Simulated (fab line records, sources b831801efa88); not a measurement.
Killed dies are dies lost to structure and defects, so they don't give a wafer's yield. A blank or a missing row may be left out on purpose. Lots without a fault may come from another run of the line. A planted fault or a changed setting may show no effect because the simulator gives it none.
fab line records | flow sky130
record lots=13 wafers=39 last_day=50
route steps=708 shown FIELD_ISO@17 PWDE@54 NWELL@63 VT_ADJUST_PCH@152
lots that met no fault: from a run of the same line without faults
start_h: hours from the record's first day to the start of the lot's first wafer shown | wait_h: hours since the lot's step before | " the same as in the row above | L1.1+2: a row that stands for several wafers | - no value, or no start given | * or withheld: withheld | < > ~ a bound
route shown NAME@n: a module of which the file shows steps, and the number in the route of the first | usual: mean/standard deviation of fault-free wafers | same: alike in all rows | chamber/n: place in a boat | sites: the reading at each site | _std_site: their standard deviation | _edge_site: outer sites' mean less inner sites' | radius_mm: how far each site lies from the wafer's centre | mask NAME#n: copy n | behind: the tool/chamber that last shaped the wafer | hold: why the lot was held/for how many hours/how that ended | device: the transistor (n, p or np) that didn't switch | end of line: the same wafers' tests at the end of the route | a step without rows: its recipe alone | killed: dies lost to structure and defects at the first sort, not the wafer's yield | map: a wafer's dies, x killed, . not, _ none there
set.NAME: the setting as run; set.NAME@STEP: as run at that earlier step | model.NAME: the simulator's own value behind a step, which no gauge read
steps of the route over a sample of lots; a table a step, a row a wafer
services: from which hour (start_h, from the record's first day; less than 0 if before it) a tool's chamber was out of use, for how many hours, and why
## steps
# step SKY_FIELD_ISO_STRIP_16
# recipe chemistry=O2/N2 power_w=1400 pressure_mtorr=1500 platen_temp_c=withheld o2_flow_sccm=3000 n2_flow_sccm=300 overash_fraction=0.5
# usual drypump_motor_current_A=5.8/0.62 oes_product_au=0.376/0.0049 strip_time_to_endpoint_s=3.53/0.036
# same overash_fraction=0.5
# columns lot.wafer tool chamber start_h wait_h drypump_motor_current_A oes_product_au rf_hours_counter_h strip_time_to_endpoint_s
L485.3 plasma_asher-03 1 42.25 0.1 6.4 0.374 - 3.52
L485.5 " 1 " " 6.4 0.374 - 3.52
L485.6 " 0 " " 5.4 0.377 - 3.51
L486.3 plasma_asher-01 0 49.01 0.1 5.0 0.377 - 3.55
L486.4 " 1 " " 4.8 0.376 - 3.48
L486.5 " 1 " " 4.8 0.374 - 3.49
L489.3 plasma_asher-03 1 60.71 0.1 6.4 0.386 - 3.53
L489.5 " 1 " " 6.4 0.377 - 3.52
L489.6 " 0 " " 5.4 0.383 - 3.52
L490.1 plasma_asher-03 1 65.27 0.0 6.4 0.376 38 3.50
L490.2 " 0 " " 5.4 0.380 38 3.51
L490.5 " 0 " " 5.4 0.377 - 3.56
L491.2 plasma_asher-03 1 69.08 0.0 6.4 0.379 39 3.52
L491.5 " 1 " " 6.4 0.375 - 3.54
L491.6 " 0 " " 5.4 0.386 - 3.63
L492.3 plasma_asher-01 1 75.66 0.1 4.8 0.381 - 3.58
L492.4 " 0 " " 5.0 0.381 - 3.56
L492.5 " 1 " " 4.8 0.372 - 3.46
L493.2 plasma_asher-02 1 83.52 0.0 5.7 0.374 37 3.53
L493.3 " 1 " " 5.7 0.372 - 3.61
L493.4 " 0 " " 6.5 0.379 - 3.55
L494.1 plasma_asher-02 0 88.28 0.0 6.6 0.369 37 3.54
L494.4 " 0 " " 6.5 0.376 - 3.52
L494.6 " 0 " " 6.5 0.375 - 3.54
L502.2 plasma_asher-02 0 131.51 0.0 6.6 0.384 42 3.55
L502.5 " 0 " " 6.6 0.376 - 3.60
L502.6 " 1 " " 5.8 0.372 - 3.51
L503.2 plasma_asher-02 0 134.68 0.0 6.5 0.377 42 3.54
L503.3 " 1 " " 5.7 0.378 - 3.56
L503.4 " 0 " " 6.6 0.361 - 3.52
L504.4 plasma_asher-01 1 139.01 0.0 4.8 0.371 - 3.54
L504.5 " 1 " " 4.8 0.378 - 3.57
L504.6 " 0 " " 5.0 0.378 - 3.52
L505.1 plasma_asher-02 0 143.56 0.0 6.6 0.384 43 3.55
L505.3 " 1 " " 5.8 0.368 - 3.53
L505.5 " 0 " " 6.6 0.377 - 3.51
L506.1 plasma_asher-02 1 148.97 0.0 5.8 0.376 44 3.50
L506.2 " 0 " " 6.5 0.381 44 3.53
L506.5 " 0 " " 6.6 0.376 - 3.50
# step SKY_PWDE_STRIP_09
# recipe chemistry=O2/N2 power_w=1400 pressure_mtorr=1500 platen_temp_c=withheld o2_flow_sccm=3000 n2_flow_sccm=300 overash_fraction=0.5
# usual drypump_motor_current_A=5.9/0.41 oes_product_au=0.722/0.0044 strip_time_to_endpoint_s=36.91/0.079
# same overash_fraction=0.5
# columns lot.wafer tool chamber start_h wait_h drypump_motor_current_A oes_product_au rf_hours_counter_h strip_time_to_endpoint_s
L485.3 plasma_asher-04 0 81.95 0.1 5.6 0.726 - 36.82
L485.5 " 0 " " 5.6 0.727 - 36.93
L485.6 " 1 " " 6.0 0.729 - 36.81
L486.3 plasma_asher-04 1 89.72 0.1 6.0 0.716 - 36.85
L486.4 " 0 " " 5.6 0.720 - 36.83
L486.5 " 1 " " 6.0 0.724 - 36.94
L489.3 plasma_asher-04 0 103.92 0.1 5.7 0.721 - 36.84
L489.5 " 0 " " 5.6 0.719 - 36.88
L489.6 " 1 " " 6.0 0.719 - 36.89
L490.1 plasma_asher-02 1 105.75 0.1 5.7 0.725 39 36.94
L490.2 " 0 " " 6.5 0.728 39 36.94
L490.5 " 0 " " 6.5 0.717 - 37.07
L491.2 plasma_asher-03 1 112.57 0.1 6.4 0.716 43 36.94
L491.5 " 0 " " 5.4 0.718 - 36.96
L491.6 " 1 " " 6.4 0.720 - 36.99
L492.3 plasma_asher-03 0 119.60 0.1 5.4 0.721 - 36.89
L492.4 " 1 " " 6.4 0.721 - 36.88
L492.5 " 0 " " 5.4 0.717 - 36.94
L493.2 plasma_asher-04 0 129.85 0.1 5.6 0.713 33 36.97
L493.3 " 0 " " 5.6 0.712 - 36.92
L493.4 " 1 " " 6.0 0.723 - 36.93
L494.1 plasma_asher-03 0 135.60 0.1 5.4 0.957 46 -
L494.4 " 1 " " 6.4 0.960 - -
L494.6 " 0 " " 5.4 0.960 - -
L502.2 plasma_asher-02 1 180.94 0.1 5.8 0.726 47 36.83
L502.5 " 0 " " 6.5 0.723 - 36.92
L502.6 " 1 " " 5.8 0.718 - 37.10
L503.2 plasma_asher-03 0 186.07 0.1 5.4 0.725 50 37.08
L503.3 " 0 " " 5.4 0.727 - 37.10
L503.4 " 1 " " 6.3 0.728 - 37.20
L504.4 plasma_asher-02 1 188.18 0.1 5.7 0.721 - 36.86
L504.5 " 1 " " 5.7 0.726 - 36.93
L504.6 " 0 " " 6.6 0.729 - 36.81
L505.1 plasma_asher-03 0 192.33 0.1 5.4 0.719 51 36.92
L505.3 " 0 " " 5.4 0.721 - 36.93
L505.5 " 0 " " 5.4 0.720 - 36.90
L506.1 plasma_asher-02 1 199.05 0.1 5.7 0.728 48 36.87
L506.2 " 0 " " 6.6 0.715 48 36.81
L506.5 " 0 " " 6.5 0.717 - 36.87
# step SKY_NWELL_OVL_MEAS_10
# usual NWELL_00_OVL=0.5/1.3
# columns lot.wafer tool chamber start_h wait_h NWELL_00_OVL[nm]
L485.3 overlay-01 - 99.32 - -0.1
L485.5 " - " " 1.3
L485.6 " - " " 1.2
L486.3 overlay-01 - 107.42 - 0.9
L486.4 " - " " 0.3
L486.5 " - " " 0.6
L489.3 overlay-02 - 122.59 - 1.4
L489.5 " - " " 1.5
L489.6 " - " " 0.8
L490.1 overlay-01 - 123.85 - 0.4
L490.2 " - " " -0.6
L490.5 " - " " 1.1
L491.2 overlay-02 - 131.95 - 0.5
L491.5 " - " " 0.0
L491.6 " - " " 1.6
L492.3 overlay-01 - 139.39 - -0.1
L492.4 " - " " 0.5
L492.5 " - " " -0.8
L493.2 overlay-01 - 149.80 - -0.2
L493.3 " - " " -0.1
L493.4 " - " " 0.3
L494.1 overlay-02 - 154.33 - -1.0
L494.4 " - " " 0.6
L494.6 " - " " 2.0
L502.2 overlay-01 - 202.55 - 0.8
L502.5 " - " " -0.4
L502.6 " - " " 1.3
L503.2 overlay-01 - 207.61 - 0.2
L503.3 " - " " 1.9
L503.4 " - " " 1.3
L504.4 overlay-01 - 209.75 - 1.5
L504.5 " - " " 0.8
L504.6 " - " " 1.3
L505.1 overlay-01 - 214.10 - 0.3
L505.3 " - " " -0.6
L505.5 " - " " -0.7
L506.1 overlay-01 - 220.70 - 0.1
L506.2 " - " " -1.7
L506.5 " - " " -1.1
# step SKY_NWELL_STRIP_14
# recipe chemistry=O2/N2 power_w=1400 pressure_mtorr=1500 platen_temp_c=withheld o2_flow_sccm=3000 n2_flow_sccm=300 overash_fraction=0.5
# usual drypump_motor_current_A=5.6/0.62 oes_product_au=0.723/0.0048 strip_time_to_endpoint_s=36.94/0.095
# same overash_fraction=0.5
# columns lot.wafer tool chamber start_h wait_h drypump_motor_current_A oes_product_au rf_hours_counter_h strip_time_to_endpoint_s
L485.3 plasma_asher-01 1 99.82 0.1 4.8 0.725 - 36.91
L485.5 " 1 " " 4.8 0.716 - 36.97
L485.6 " 0 " " 5.0 0.732 - 36.99
L486.3 plasma_asher-01 1 107.92 0.1 4.8 0.714 - 37.00
L486.4 " 0 " " 5.0 0.729 - 37.06
L486.5 " 1 " " 4.8 0.729 - 37.03
L489.3 plasma_asher-01 0 123.10 0.1 5.0 0.721 - 36.98
L489.5 " 1 " " 4.8 0.724 - 36.89
L489.6 " 0 " " 5.0 0.715 - 37.00
L490.1 plasma_asher-02 0 124.34 0.1 6.6 0.721 41 36.86
L490.2 " 1 " " 5.7 0.720 41 36.97
L490.5 " 1 " " 5.8 0.728 - 36.86
L491.2 plasma_asher-01 0 132.43 0.1 5.0 0.727 1 36.92
L491.5 " 0 " " 5.0 0.717 - 37.03
L491.6 " 1 " " 4.8 0.722 - 37.04
L492.3 plasma_asher-01 0 139.90 0.1 5.0 0.722 - 36.84
L492.4 " 1 " " 4.8 0.725 - 36.72
L492.5 " 0 " " 5.0 0.728 - 36.91
L493.2 plasma_asher-01 1 150.28 0.1 4.8 0.722 3 36.97
L493.3 " 0 " " 4.9 0.734 - 36.95
L493.4 " 1 " " 4.8 0.722 - 36.95
L494.1 plasma_asher-04 1 154.82 0.1 6.0 0.728 35 49.74
L494.4 " 1 " " 6.0 0.728 - 49.75
L494.6 " 1 " " 6.0 0.724 - 49.74
L502.2 plasma_asher-02 1 203.03 0.1 5.7 0.734 49 37.10
L502.5 " 0 " " 6.6 0.722 - 37.02
L502.6 " 1 " " 5.8 0.724 - 37.11
L503.2 plasma_asher-04 1 208.09 0.1 6.0 0.724 41 36.80
L503.3 " 0 " " 5.6 0.725 - 36.89
L503.4 " 1 " " 6.0 0.717 - 36.89
L504.4 plasma_asher-01 1 210.25 0.1 4.8 0.720 - 37.05
L504.5 " 0 " " 5.0 0.725 - 36.82
L504.6 " 1 " " 4.8 0.728 - 36.91
L505.1 plasma_asher-04 0 214.59 0.1 5.6 0.727 41 36.89
L505.3 " 1 " " 6.0 0.718 - 36.90
L505.5 " 0 " " 5.6 0.719 - 36.90
L506.1 plasma_asher-02 1 221.18 0.1 5.7 0.722 50 37.02
L506.2 " 0 " " 6.6 0.722 50 36.97
L506.5 " 0 " " 6.6 0.719 - 36.96
# step SKY_NWELL_TW_MEAS_15
# usual NWELL_TW=1820/19
# columns lot.wafer tool chamber start_h wait_h NWELL_TW
L485.3 film_metro-01 - 99.91 0.1 1837
L485.5 " - " " 1833
L485.6 " - " " 1834
L486.3 film_metro-04 - 108.01 0.1 1809
L486.4 " - " " 1811
L486.5 " - " " 1807
L489.3 film_metro-04 - 123.19 0.1 1811
L489.5 " - " " 1807
L489.6 " - " " 1806
L490.1 film_metro-04 - 124.44 0.1 1814
L490.2 " - " " 1813
L490.5 " - " " 1812
L491.2 film_metro-04 - 132.54 0.1 1806
L491.5 " - " " 1818
L491.6 " - " " 1808
L492.3 film_metro-04 - 139.99 0.1 1809
L492.4 " - " " 1812
L492.5 " - " " 1812
L493.2 film_metro-04 - 150.39 0.1 1785
L493.3 " - " " 1795
L493.4 " - " " 1794
L494.1 film_metro-01 - 154.92 0.1 919
L494.4 " - " " 909
L494.6 " - " " 900
L502.2 film_metro-01 - 203.14 0.1 1827
L502.5 " - " " 1841
L502.6 " - " " 1835
L503.2 film_metro-03 - 208.20 0.1 1831
L503.3 " - " " 1835
L503.4 " - " " 1834
L504.4 film_metro-01 - 210.35 0.1 1839
L504.5 " - " " 1842
L504.6 " - " " 1834
L505.1 film_metro-01 - 214.69 0.1 1842
L505.3 " - " " 1833
L505.5 " - " " 1841
L506.1 film_metro-04 - 221.28 0.1 1801
L506.2 " - " " 1801
L506.5 " - " " 1806
# step SKY_VT_ADJUST_PCH_STRIP_09
# recipe chemistry=O2/N2 power_w=1400 pressure_mtorr=1500 platen_temp_c=withheld o2_flow_sccm=3000 n2_flow_sccm=300 overash_fraction=0.5
# usual drypump_motor_current_A=5.7/0.65 oes_product_au=0.722/0.0043 strip_time_to_endpoint_s=36.93/0.14
# same overash_fraction=0.5
# columns lot.wafer tool chamber start_h wait_h drypump_motor_current_A oes_product_au rf_hours_counter_h strip_time_to_endpoint_s
L485.3 plasma_asher-03 0 243.87 0.1 5.4 0.720 - 36.96
L485.5 " 0 " " 5.4 0.719 - 37.09
L485.6 " 1 " " 6.3 0.726 - 36.93
L486.3 plasma_asher-02 0 255.48 0.1 6.6 0.723 - 37.00
L486.4 " 1 " " 5.7 0.724 - 36.86
L486.5 " 1 " " 5.8 0.726 - 37.00
L489.3 plasma_asher-02 0 274.46 0.1 6.6 0.727 - 36.77
L489.5 " 0 " " 6.6 0.719 - 36.80
L489.6 " 1 " " 5.8 0.715 - 36.88
L490.1 plasma_asher-02 0 275.98 0.1 6.6 0.720 55 37.01
L490.2 " 1 " " 5.8 0.724 55 37.02
L490.5 " 1 " " 5.8 0.722 - 37.12
L491.2 plasma_asher-02 1 287.48 0.1 5.8 0.721 56 36.99
L491.5 " 1 " " 5.7 0.727 - 36.94
L491.6 " 0 " " 6.6 0.720 - 36.95
L492.3 plasma_asher-03 0 297.97 0.1 5.4 0.725 - 36.96
L492.4 " 1 " " 6.3 0.723 - 36.88
L492.5 " 1 " " 6.3 0.721 - 37.06
L493.2 plasma_asher-01 1 309.18 0.1 4.8 0.708 19 36.78
L493.3 " 0 " " 5.0 0.726 - 36.81
L493.4 " 1 " " 4.8 0.717 - 36.88
L494.1 plasma_asher-01 0 316.54 0.1 5.0 0.716 20 37.06
L494.4 " 1 " " 4.8 0.723 - 37.07
L494.6 " 0 " " 5.0 0.723 - 37.11
L502.2 plasma_asher-02 0 377.13 0.1 6.5 0.722 64 36.91
L502.5 " 1 " " 5.7 0.721 - 36.77
L502.6 " 0 " " 6.5 0.725 - 36.76
L503.2 plasma_asher-02 0 385.75 0.1 6.5 0.714 65 37.01
L503.3 " 0 " " 6.5 0.724 - 36.93
L503.4 " 1 " " 5.7 0.724 - 37.08
L504.4 plasma_asher-01 0 388.67 0.1 5.0 0.723 - 36.79
L504.5 " 0 " " 5.0 0.716 - 36.95
L504.6 " 1 " " 4.8 0.722 - 36.80
L505.1 plasma_asher-02 1 393.30 0.1 5.8 0.717 66 36.89
L505.3 " 0 " " 6.6 0.724 - 36.82
L505.5 " 0 " " 6.6 0.720 - 36.89
L506.1 plasma_asher-02 0 403.44 0.1 6.5 0.718 67 36.96
L506.2 " 1 " " 5.8 0.728 67 36.96
L506.5 " 0 " " 6.6 0.724 - 37.07
## services
# columns tool chamber start_h hours kind
plasma_asher-01 - 108.75 9.0 pm
plasma_asher-01 0 108.75 9.0 vent_cycle
plasma_asher-01 1 108.75 9.0 vent_cycle
plasma_asher-01 0 117.75 - clean
plasma_asher-01 1 117.75 - clean
plasma_asher-03 - 174.84 2.8 pm
plasma_asher-04 - 187.54 1.2 repair
plasma_asher-04 - 192.15 0.5 repair
plasma_asher-03 - 196.30 2.4 repair
plasma_asher-03 - 216.34 0.4 repair
plasma_asher-02 - 227.51 12.0 repair
plasma_asher-01 - 243.62 0.6 repair
plasma_asher-04 - 249.11 2.8 pm
plasma_asher-04 - 325.94 1.6 repair
plasma_asher-01 - 355.95 0.8 repair
## key
first_sign step=SKY_PWDE_STRIP_09 reading=oes_product_au direction=up sigmas=54 usual=0.722 struck=0.959
effect step=SKY_NWELL_STRIP_14 reading=strip_time_to_endpoint_s direction=up sigmas=99+ usual=* struck=*
effect step=SKY_NWELL_TW_MEAS_15 reading=NWELL_TW direction=down sigmas=47 usual=1820 struck=909
met_at SKY_PWDE_STRIP_09
struck_lots L494
sort_left_out L494.1,L494.4,L494.6
tester_left_out L494
not_acting_at SKY_FIELD_ISO_STRIP_16,SKY_NWELL_OVL_MEAS_10,SKY_VT_ADJUST_PCH_STRIP_09
onset_between 119.60 135.60
fault kind=strip_aborted tool=plasma_asher-03 chamber=- onset_h=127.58 steps=SKY_PWDE_STRIP_09 offset=0.56858 end_h=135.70
# tester_left_out: of these lots the tester's yield and bins aren't shown, on N5 and GAA mostly nor the transistor test; their killed dies are dies lost to structure and defects alone, not to doping, threshold or leakage, so they don't give the yield
# sort_left_out: the simulated sort isn't trusted on such a fault, so these wafers' sort isn't shown, and their yield isn't known
